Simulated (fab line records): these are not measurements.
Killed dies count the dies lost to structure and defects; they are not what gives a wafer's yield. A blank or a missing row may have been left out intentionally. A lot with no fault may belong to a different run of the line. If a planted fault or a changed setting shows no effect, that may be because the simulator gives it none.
fab line records	flow gf180mcu	part 2 of 2: steps 28 to 34 of 34
record: lots: 5	wafers: 15	lastDay: 34
route steps=602 shown VT_IMPLANT@140 DUAL_GATE@141 POLY_GATE@157
lots that met no fault: from a run of the same line without faults
startH: start of the lot's first displayed wafer, in hours after the record's first day	waitH: time in hours since the lot's previous step	" unchanged from the row above	L1.1+2: one row covering several wafers at once	- no value, or no start given	* or withheld: withheld	< > ~ a bound
route shown NAME@n: NAME is a module with steps in the file, n the number in the route of the first one	usual: mean/standard deviation taken from wafers without a fault	same: alike in all rows	chamber/n: place in a boat	sites: the reading at each site	_std_site: the standard deviation of these	_edge_site: outer sites' mean less inner sites'	radiusMm: for every site, how far away it sits from the centre of the wafer	mask NAME#n: copy n	behind: the most recent tool/chamber to have shaped the wafer	hold: reason for holding the lot/hours on hold/outcome of the hold	device: the n, p or np transistor that did not switch	end of line: tests of these same wafers at the route's end	a step without rows: its recipe alone	killed: not the wafer's yield, but the dies lost to structure and defects at the first sort	map: dies across one wafer; x = killed, . = not, _ = none there
set.NAME: setting as actually run; set.NAME@STEP: the setting as run at that earlier step	model.NAME: the simulator's own value behind a step, which no gauge read
a table for each step, a row for each wafer; lots at some steps of the route
services: when a tool's chamber went out of use (startH, in hours from the record's first day, below 0 if earlier), for how many hours, and the reason
== steps ==
step: GF_POLY_GATE_CD_MEAS_10
recipe: targetCdNm: 280
usual: cdNm: 280.5/1.1
lot.wafer	tool	chamber	startH	waitH	cdNm
L082.4	cdSem-01	-	256.26	0.1	281.8
L082.5	"	-	"	"	281.2
L082.6	"	-	"	"	281.8
L084.2	cdSem-01	-	268.46	0.1	282.2
L084.4	"	-	"	"	281.3
L084.6	"	-	"	"	281.6
L089.1	cdSem-01	-	302.00	0.1	281.7
L089.2	"	-	"	"	281.1
L089.6	"	-	"	"	282.0
L095.3	cdSem-02	-	346.78	0.1	278.2
L095.5	"	-	"	"	279.5
L095.6	"	-	"	"	279.2
L097.1	cdSem-01	-	362.40	0.1	278.3
L097.2	"	-	"	"	279.5
L097.4	"	-	"	"	278.9
step: GF_POLY_GATE_OVL_MEAS_11
usual: POLY_GATE_OVL: 0/5.4
lot.wafer	tool	chamber	startH	waitH	POLY_GATE_OVL[nm]
L082.4	overlay-01	-	256.34	0.1	-1
L082.5	"	-	"	"	-8
L082.6	"	-	"	"	-2
L084.2	overlay-01	-	268.57	0.1	-7
L084.4	"	-	"	"	-3
L084.6	"	-	"	"	-4
L089.1	overlay-01	-	302.12	0.1	-6
L089.2	"	-	"	"	-1
L089.6	"	-	"	"	-2
L095.3	overlay-02	-	346.87	0.1	9
L095.5	"	-	"	"	5
L095.6	"	-	"	"	9
L097.1	overlay-01	-	362.52	0.1	0
L097.2	"	-	"	"	-7
L097.4	"	-	"	"	1
step: GF_POLY_GATE_ETCH_12
recipe: chemistry: N2/H2	targetDepthA: withheld	overetchA: withheld	timeS: withheld	target: BARC	ionEnergyEv: 200	sourceW: 500	biasW: 100	pressureMtorr: 30	n2FlowSccm: 100	h2FlowSccm: 200
usual: drypumpMotorCurrentA: 5.8/0.4	oesProductAu: 0.735/0.0045	rfFwdPowerW: 495.1/2.3	throttleValvePct: 13.216/0.0091
lot.wafer	tool	chamber	startH	waitH	drypumpMotorCurrentA	oesProductAu	rfFwdPowerW	throttleValvePct
L082.4	rieDiel-01	0	256.36	0.0	5.7	0.731	491.3	13.214
L082.5	"	0	"	"	5.7	0.748	492.7	13.225
L082.6	"	1	"	"	5.4	0.734	498.3	13.213
L084.2	rieDiel-04	2	268.60	0.0	5.4	0.737	499.4	13.212
L084.4	"	3	"	"	5.7	0.737	494.0	13.218
L084.6	"	0	"	"	5.0	0.743	498.1	13.225
L089.1	rieDiel-03	0	302.16	0.0	5.4	0.733	494.7	13.207
L089.2	"	1	"	"	5.8	0.739	493.1	13.214
L089.6	"	0	"	"	5.4	0.737	492.2	13.219
L095.3	rieDiel-03	2	346.89	0.0	6.1	0.735	498.6	13.213
L095.5	"	2	"	"	6.1	0.740	496.0	13.215
L095.6	"	3	"	"	6.1	0.741	493.6	13.214
L097.1	rieDiel-01	1	362.56	0.0	5.3	0.733	495.9	13.206
L097.2	"	0	"	"	5.7	0.734	495.8	13.220
L097.4	"	3	"	"	5.7	0.733	494.1	13.223
step: GF_POLY_GATE_ETCH_13
recipe: target: poly-Si	targetDepthNm: 198.5	stopOn: SiO2	overEtchFrac: 0.403	chemistry: HBr/Cl2	icpW: 400	biasW: 100	pressureMtorr: 10	HBr_flow_sccm: 150	Cl2_flow_sccm: 50	timeS: 69.6
usual: drypumpMotorCurrentA: 5.68/0.26	heBacksideLeakSccm: 2.71/0.21	mfcCl2Sccm: 50.02/0.16	oesProductAu: 0.993/0.0089	rfFwdPowerW: 396.9/1.9	throttleValvePct: 33.685/0.01
lot.wafer	tool	chamber	startH	waitH	drypumpMotorCurrentA	heBacksideLeakSccm	mfcCl2Sccm	oesProductAu	rfFwdPowerW	rfHoursCounterH	throttleValvePct
L082.4	rieSi-02	2	256.41	-	5.72	2.69	50.03	0.994	396.5	5	33.678
L082.5	"	3	"	"	5.35	2.57	50.12	0.995	398.6	-	33.703
L082.6	"	0	"	"	5.88	2.59	49.64	0.989	398.8	-	33.671
L084.2	rieSi-01	3	268.65	-	5.67	2.48	50.07	0.981	398.6	5	33.684
L084.4	"	2	"	"	5.99	2.76	49.93	0.988	396.1	4	33.703
L084.6	"	3	"	"	5.68	2.36	50.00	0.981	400.5	-	33.698
L089.1	rieSi-02	3	302.21	-	5.32	2.75	50.04	0.997	395.4	2	33.698
L089.2	"	0	"	"	5.91	2.36	49.75	0.999	397.7	2	33.689
L089.6	"	0	"	"	5.91	2.45	49.97	0.996	397.2	-	33.687
L095.3	rieSi-01	2	346.95	-	6.01	2.93	49.79	0.987	394.7	5	33.667
L095.5	"	0	"	"	5.91	2.95	50.09	0.993	395.3	-	33.685
L095.6	"	1	"	"	5.77	2.83	50.06	1.010	393.7	-	33.701
L097.1	rieSi-02	2	362.61	-	5.73	2.65	49.71	0.992	398.9	6	33.694
L097.2	"	3	"	"	5.36	2.66	49.99	0.976	398.5	3	33.695
L097.4	"	1	"	"	5.26	2.91	49.76	0.978	396.6	37	33.675
step: GF_POLY_GATE_STRIP_14
recipe: chemistry: O2/N2	powerW: 1400	pressureMtorr: 1500	platenTempC: 250	o2FlowSccm: 3000	n2FlowSccm: 300	overashFraction: 0.5
usual: drypumpMotorCurrentA: 5.7/0.37	heaterPowerW: 336/15	o2FlowSccm: 2999/9.7	oesProductAu: 0.505/0.0044
same: overashFraction: 0.5
lot.wafer	tool	chamber	startH	waitH	drypumpMotorCurrentA	heaterPowerW	o2FlowSccm	oesProductAu	rfHoursCounterH
L082.4	plasmaAsher-01	1	256.50	0.1	5.4	339	3014	0.507	-
L082.5	"	1	"	"	5.4	342	3022	0.499	-
L082.6	"	0	"	"	5.5	325	2996	0.503	-
L084.2	plasmaAsher-01	0	268.70	0.0	5.5	312	3012	0.507	60
L084.4	"	1	"	"	5.4	340	2990	0.508	-
L084.6	"	0	"	"	5.5	330	2995	0.506	-
L089.1	plasmaAsher-02	1	302.26	0.0	6.4	347	3003	0.508	52
L089.2	"	0	"	"	5.4	350	3003	0.509	52
L089.6	"	0	"	"	5.4	351	3004	0.506	-
L095.3	plasmaAsher-03	0	347.03	0.1	6.1	304	3013	0.509	-
L095.5	"	0	"	"	6.1	309	3009	0.501	-
L095.6	"	1	"	"	5.6	356	2996	0.512	-
L097.1	plasmaAsher-03	1	362.66	0.0	5.6	345	3006	0.507	70
L097.2	"	0	"	"	6.1	312	2997	0.506	70
L097.4	"	0	"	"	6.1	317	3005	0.509	-
step: GF_POLY_GATE_CLEAN_15
recipe: chemistry: SC1/SC2	mix: 1:4:20	tempC: 70	timeS: 150	dry: n2Spin
lot.wafer	tool	chamber	startH	waitH
L082.4+5+6	wetBench-04	1	256.56	0.0
L084.2+4+6	wetBench-04	1	268.80	0.1
L089.1+2+6	wetBench-04	3	302.36	0.1
L095.3+5+6	wetBench-04	1	347.10	0.0
L097.1+2+4	wetBench-03	3	362.76	0.1
step: GF_POLY_GATE_OXIDATION_16
recipe: tempC: 850	ambient: O2	stabiliseS: 600	purgeS: 300	targetThkA: 40	oxTimeS: 899
usual: oxTempCMax: 854.0/0.91	spikeTcCentreC: 850.1/1.1	spikeTcLowerC: 850.4/1	zonePowerUpperPct: 15.6/1.4
lot.wafer	tool	chamber	startH	waitH	oxTempCMax	spikeTcCentreC	spikeTcLowerC	zonePowerUpperPct
L082.4	furnace-02	0	256.61	0.0	854.2	848.6	852.0	14.1
L082.5	"	0	"	"	855.2	850.2	851.2	14.5
L082.6	"	0	"	"	854.5	850.1	851.2	14.4
L084.2	furnace-01	0	268.85	0.0	853.1	851.5	850.5	17.1
L084.4	"	0	"	"	854.6	850.2	850.3	16.9
L084.6	"	0	"	"	853.0	850.2	849.9	17.2
L089.1	furnace-01	0	302.41	0.0	854.8	849.6	849.3	17.3
L089.2	"	0	"	"	854.1	849.7	849.2	17.2
L089.6	"	0	"	"	853.7	851.1	851.1	17.2
L095.3	furnace-02	0	347.15	0.0	854.6	848.7	852.5	14.2
L095.5	"	0	"	"	854.5	848.7	849.7	14.4
L095.6	"	0	"	"	856.0	848.4	850.8	14.4
L097.1	furnace-01	0	362.81	0.0	853.6	851.0	848.1	17.1
L097.2	"	0	"	"	855.2	852.5	851.2	17.2
L097.4	"	0	"	"	853.0	850.3	849.8	17.1
== services ==
tool	chamber	startH	hours	kind
wetBench-01	-	200.20	1.9	pm
krfScanner-01	-	202.78	1.0	pm
rieDiel-01	-	204.15	0.1	repair
rieDiel-03	2	207.72	20.4	repair
krfScanner-02	-	209.17	0.6	repair
furnace-02	-	211.27	3.2	pm
ilineStepper-02	-	211.35	1.7	pm
plasmaAsher-01	-	211.61	2.8	pm
krfScanner-01	-	217.24	1.3	pm
furnace-01	-	227.49	3.7	pm
furnace-01	-	232.78	3.1	pm
rieSi-02	3	243.61	12.1	repair
krfScanner-02	-	259.99	0.8	pm
krfScanner-02	-	268.21	0.8	repair
lpcvd-01	-	273.94	0.7	repair
rieSi-02	3	280.73	3.2	repair
plasmaAsher-03	-	323.45	2.5	repair
furnace-01	-	325.48	4.8	repair
krfScanner-02	-	331.59	1.0	pm
rieSi-02	3	335.52	13.6	repair
wetBench-04	-	338.83	0.6	repair
krfScanner-02	-	339.27	1.3	pm
krfScanner-02	-	361.01	29.8	repair
lpcvd-01	-	361.70	2.8	pm
